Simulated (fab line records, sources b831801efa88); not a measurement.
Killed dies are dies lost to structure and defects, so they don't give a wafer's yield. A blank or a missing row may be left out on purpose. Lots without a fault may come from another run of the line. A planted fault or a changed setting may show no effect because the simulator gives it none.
A struck lot beside a sound one | flow sky130 | 16 steps out of a route of 708
Sound: wafers L168.2, L168.4, L168.5. Struck: wafers L178.1, L178.3, L178.4. The cause comes at the end.
At each step with rows: each side's tool, then ch and its chambers, then its first start. Under that, the readings that differ: sound wafers | struck wafers | difference of the means | sigmas: that difference in standard deviations of wafers without a fault.
alike: readings whose means differ by less than 2 such deviations, and words and numbers that are the same on both sides. not compared: withheld readings, readings that some wafer has no value for, bounds like >300 that may hide the same value, and numbers for which the record gives no deviation and whose values overlap.
The two part at a step that has a row with sigmas, a row that says differs or no value, or rows on one side only. Numbers that don't overlap but have no deviation are shown without sigmas and don't part them. A reading that every wafer of one side lacks parts them only if that side has two wafers or more.

first, 2 steps without rows for these wafers: SKY_VT_ADJUST_PCH_PEB_05; SKY_VT_ADJUST_PCH_DEVELOP_06 (develop time 60 s).
SKY_VT_ADJUST_PCH_OVL_MEAS_07:
  sound on overlay-02, day 11 09:33; struck on overlay-01, day 14 19:07
  alike: VT_ADJUST_PCH_OVL
then, 1 step without rows for these wafers: SKY_VT_ADJUST_PCH_IMPLANT_08.
SKY_VT_ADJUST_PCH_STRIP_09: strips in O2/N2.
  sound on plasma_asher-04 ch 0,1, day 11 09:44; struck on plasma_asher-04 ch 0,1, day 14 19:19
  reading                      | sound             | struck            | difference | sigmas
  strip_time_to_endpoint_s (s) | 37.10 37.16 37.11 | 36.75 36.90 36.85 | -0.29      | -2
  alike: drypump_motor_current_A, oes_product_au
  not compared: rf_hours_counter_h
SKY_VT_ADJUST_PCH_TW_MEAS_10:
  sound on film_metro-04, day 11 09:50; struck on film_metro-04, day 14 19:25
  alike: VT_ADJUST_PCH_TW
then, 6 steps without rows for these wafers: SKY_SONOS_TUNNEL_DEHYDRATE_00 (time 60 s); SKY_SONOS_TUNNEL_HMDS_01 (prime time 60 s); SKY_SONOS_TUNNEL_COAT_02 (resist thk 1140 nm); SKY_SONOS_TUNNEL_SOFTBAKE_03 (time 60 s); SKY_SONOS_TUNNEL_EXPOSE_04 (exposes mask TUNM, target cd 410 nm); SKY_SONOS_TUNNEL_PEB_05.
SKY_SONOS_TUNNEL_DEVELOP_06: develop time 60 s.
  sound on litho_track-03 ch 0, day 12 09:34; struck on litho_track-03 ch 0, day 15 23:03
SKY_SONOS_TUNNEL_CD_MEAS_07: target cd 410 nm.
  sound on cd_sem-01, day 12 09:43; struck on cd_sem-02, day 15 23:12
  reading    | sound             | struck            | difference | sigmas
  cd_nm (nm) | 411.2 413.4 413.2 | 366.3 364.1 362.8 | -48.2      | -20
SKY_SONOS_TUNNEL_OVL_MEAS_08:
  sound on overlay-01, day 12 09:49; struck on overlay-01, day 15 23:19
  alike: SONOS_TUNNEL_OVL
-- the record jumps here: 33 days lie between the struck wafers' starts before and after (it left off in module SONOS_TUNNEL and takes up again in module PAD_OPEN, whose first step shown is number 708 of the route) --
SKY_PAD_OPEN_PROBE_99:
  sound on prober-02, day 46 10:53; struck on prober-02, day 48 23:57
  alike: killed_at_M0_to_M3, killed_at_M4_up, killed_at_contacts, killed_at_front_end, killed_at_other, killed_dies, killed_open, killed_short

WHERE THEY PART
First at SKY_VT_ADJUST_PCH_STRIP_09; last, within this record, at SKY_SONOS_TUNNEL_CD_MEAS_07. Later steps at which nothing parts them and some readings are alike: SKY_SONOS_TUNNEL_OVL_MEAS_08, SKY_PAD_OPEN_PROBE_99.

WHY: what the simulator had put in
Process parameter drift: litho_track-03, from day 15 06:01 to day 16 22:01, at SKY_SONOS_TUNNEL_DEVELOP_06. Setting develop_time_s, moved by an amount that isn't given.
